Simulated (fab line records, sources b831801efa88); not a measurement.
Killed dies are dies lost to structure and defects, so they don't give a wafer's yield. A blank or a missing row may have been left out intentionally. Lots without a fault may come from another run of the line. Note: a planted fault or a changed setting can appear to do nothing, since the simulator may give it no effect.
What tool caused it? | flow sky130 | Sampling: 24 lots, 72 wafers, 4 of 708 route steps

## WHAT EACH GAUGE READ, for each wafer
SKY_POLY_CUT_OVL_MEAS_09.
lot  | measured     | on         | POLY_CUT_OVL (nm)
L074 | day 24 11:19 | overlay-01 | 2 7 14
L075 | day 25 01:29 | overlay-02 | -3 -7 1
L076 | day 25 08:19 | overlay-02 | -8 -9 -14
L077 | day 26 03:40 | overlay-01 | -5 3 -6
L078 | day 26 04:19 | overlay-01 | -7 -11 -5
L079 | day 26 17:56 | overlay-01 | 2 0 4
L080 | day 27 04:49 | overlay-02 | 10 5 -3
L081 | day 27 14:07 | overlay-02 | -7 -9 -11
L082 | day 28 09:34 | overlay-01 | -12 -13 -8
L083 | day 28 16:40 | overlay-01 | 5 -3 2
L084 | day 28 22:10 | overlay-01 | -5 -8 -4
L086 | day 29 00:46 | overlay-02 | 2 8 -1
L085 | day 29 03:52 | overlay-02 | -5 1 -1
L087 | day 29 13:46 | overlay-02 | -4 2 -2
L088 | day 29 17:58 | overlay-02 | -3 -2 -6
L089 | day 30 03:10 | overlay-01 | -3 6 -1
L090 | day 30 05:16 | overlay-02 | -11 -13 -7
L091 | day 30 16:37 | overlay-02 | 8 -3 -6
L092 | day 30 22:14 | overlay-02 | -1 -4 -3
L093 | day 31 04:53 | overlay-01 | 8 2 6
L095 | day 32 01:22 | overlay-02 | -2 -12 2
L094 | day 32 04:52 | overlay-02 | -3 -14 -8
L096 | day 32 05:07 | overlay-02 | 1 -1 12
L097 | day 32 09:49 | overlay-01 | -1 -3 -3

SKY_SD_P_OVL_MEAS_08.
lot  | measured     | on         | SD_P_OVL (nm)
L074 | day 25 18:03 | overlay-02 | 0.2 0.5 1.5
L075 | day 26 08:17 | overlay-02 | 3.2 0.9 0.6
L076 | day 26 14:17 | overlay-02 | -0.8 -0.6 -0.9
L077 | day 27 09:16 | overlay-02 | -1.9 -0.7 -2.3
L078 | day 27 09:34 | overlay-01 | -1.7 -1.9 -1.5
L079 | day 27 23:05 | overlay-02 | -1.9 -0.8 -1.1
L080 | day 28 09:52 | overlay-02 | -1.1 -0.4 -0.4
L081 | day 28 18:49 | overlay-02 | 0.8 0.1 0.2
L082 | day 29 14:25 | overlay-02 | 1.4 0.9 1.0
L083 | day 29 21:20 | overlay-01 | 2.7 -0.4 -0.9
L084 | day 30 01:56 | overlay-02 | -0.9 1.0 -0.9
L086 | day 30 05:11 | overlay-01 | -0.9 0.2 -0.2
L085 | day 30 08:39 | overlay-02 | -0.5 2.4 0.5
L087 | day 30 18:37 | overlay-02 | -2.0 -1.7 -1.5
L088 | day 30 21:53 | overlay-01 | -0.3 0.6 -1.6
L089 | day 31 08:19 | overlay-02 | 4.1 2.9 0.1
L090 | day 31 09:16 | overlay-01 | 0.9 0.8 1.8
L091 | day 31 20:31 | overlay-02 | 0.0 -0.2 0.7
L092 | day 32 02:01 | overlay-02 | 0.2 -0.9 -0.2
L093 | day 32 08:31 | overlay-02 | 0.5 0.6 2.0
L095 | day 33 04:29 | overlay-01 | 0.4 -0.4 -0.3
L094 | day 33 07:56 | overlay-02 | -1.0 -0.2 -0.5
L096 | day 33 08:31 | overlay-01 | -2.1 -2.1 -1.7
L097 | day 33 13:01 | overlay-02 | 2.6 3.2 1.8

SKY_LI_CONTACT_RS_MEAS_22: measurement is done with a four-point probe.
lot  | measured     | on            | LI_CONTACT_W_RS (ohm/sq)
L074 | day 29 12:28 | film_metro-04 | 0.282 0.289 0.283
L075 | day 30 00:17 | film_metro-03 | 0.282 0.282 0.279
L076 | day 30 07:16 | film_metro-03 | 0.287 0.284 0.288
L077 | day 31 01:12 | film_metro-04 | 0.286 0.285 0.287
L078 | day 31 01:33 | film_metro-02 | 0.279 0.284 0.283
L079 | day 31 13:17 | film_metro-03 | 0.283 0.284 0.284
L080 | day 32 02:22 | film_metro-02 | 0.288 0.288 0.286
L081 | day 32 08:25 | film_metro-03 | 0.286 0.287 0.289
L082 | day 33 05:55 | film_metro-03 | 0.287 0.283 0.286
L083 | day 33 10:47 | film_metro-02 | 0.291 0.287 0.292
L084 | day 33 14:54 | film_metro-02 | 0.286 0.284 0.288
L086 | day 33 19:05 | film_metro-03 | 0.286 0.285 0.282
L085 | day 33 20:52 | film_metro-03 | 0.283 0.281 0.281
L087 | day 34 07:34 | film_metro-02 | 0.290 0.283 0.288
L088 | day 34 10:21 | film_metro-04 | 0.287 0.286 0.290
L089 | day 34 20:56 | film_metro-04 | 0.284 0.283 0.284
L090 | day 34 22:44 | film_metro-04 | 0.288 0.288 0.286
L091 | day 35 07:40 | film_metro-04 | 0.292 0.299 0.293
L092 | day 35 13:22 | film_metro-03 | 0.286 0.282 0.282
L093 | day 35 19:32 | film_metro-04 | 0.283 0.283 0.288
L095 | day 36 15:07 | film_metro-03 | 0.281 0.286 0.282
L094 | day 36 19:02 | film_metro-02 | 0.286 0.280 0.282
L096 | day 36 23:38 | film_metro-03 | 0.290 0.281 0.287
L097 | day 36 23:49 | film_metro-02 | 0.286 0.286 0.285

SKY_CONTACT_THK_MEAS_26: measures by xrf.
lot  | measured     | on            | CONTACT_W_THK (nm)
L074 | day 32 00:49 | film_metro-01 | 333 331 332
L075 | day 32 10:36 | film_metro-01 | 324 325 326
L076 | day 32 18:19 | film_metro-01 | 330 322 329
L077 | day 33 11:31 | film_metro-01 | 326 330 330
L078 | day 33 12:02 | film_metro-02 | 337 335 334
L079 | day 33 23:16 | film_metro-02 | 339 332 340
L080 | day 34 12:30 | film_metro-02 | 332 332 335
L081 | day 34 17:55 | film_metro-02 | 335 337 336
L082 | day 35 15:00 | film_metro-01 | 328 336 334
L083 | day 35 19:28 | film_metro-01 | 328 332 326
L084 | day 35 22:40 | film_metro-02 | 332 335 331
L086 | day 36 03:36 | film_metro-04 | 323 327 321
L085 | day 36 04:56 | film_metro-02 | 326 319 323
L087 | day 36 16:16 | film_metro-02 | 323 319 322
L088 | day 36 18:48 | film_metro-02 | 333 333 324
L089 | day 37 05:02 | film_metro-01 | 332 327 332
L090 | day 37 06:11 | film_metro-01 | 321 325 335
L091 | day 37 15:25 | film_metro-01 | 333 329 324
L092 | day 37 20:37 | film_metro-01 | 324 335 338
L093 | day 38 03:06 | film_metro-01 | 329 330 332
L095 | day 38 22:22 | film_metro-04 | 342 344 333
L094 | day 39 03:02 | film_metro-04 | 343 336 342
L096 | day 39 06:56 | film_metro-01 | 329 325 323
L097 | day 39 07:06 | film_metro-01 | 329 339 329

## WHAT TOOL EACH LOT RAN ON (gives the tool, then ch and the chambers of the sampled wafers, and finally the start)
Before these readings, the record contains no process step.

## WHAT THE TOOLS THEMSELVES READ (means of the sampled wafers that have a number; where no wafer has one, the mark that the record gives instead)
The record holds no such reading with a usual standard deviation.

## THE ANSWER, worked out from the rows above alone
Rule: the usual values come from the lots themselves. The widest of any qualifying gaps counts: lots, ordered by their means at a reading, are off when they make up no more than a third of the lots, leave a main group of 4 or more, and stand apart from it by 3 or more times the standard deviation of that group's means. If all means in a main group match to the digits the tables above print for the reading, that group is not used. Also off: a lot with no number at a reading for which 4 or more lots have one. Where the step has rows for the other lots, those lots are counted as sound. After the gauges, taken in route order, come the tools' own readings; for these a lot's mean is taken, as printed above. The first step at which some lot is off is used, and at that step the reading that is off furthest; a lot without a number counts as furthest.
Nothing can be told from this: no lot is off at any reading shown.

## WHAT WAS PUT IN BY THE SIMULATOR
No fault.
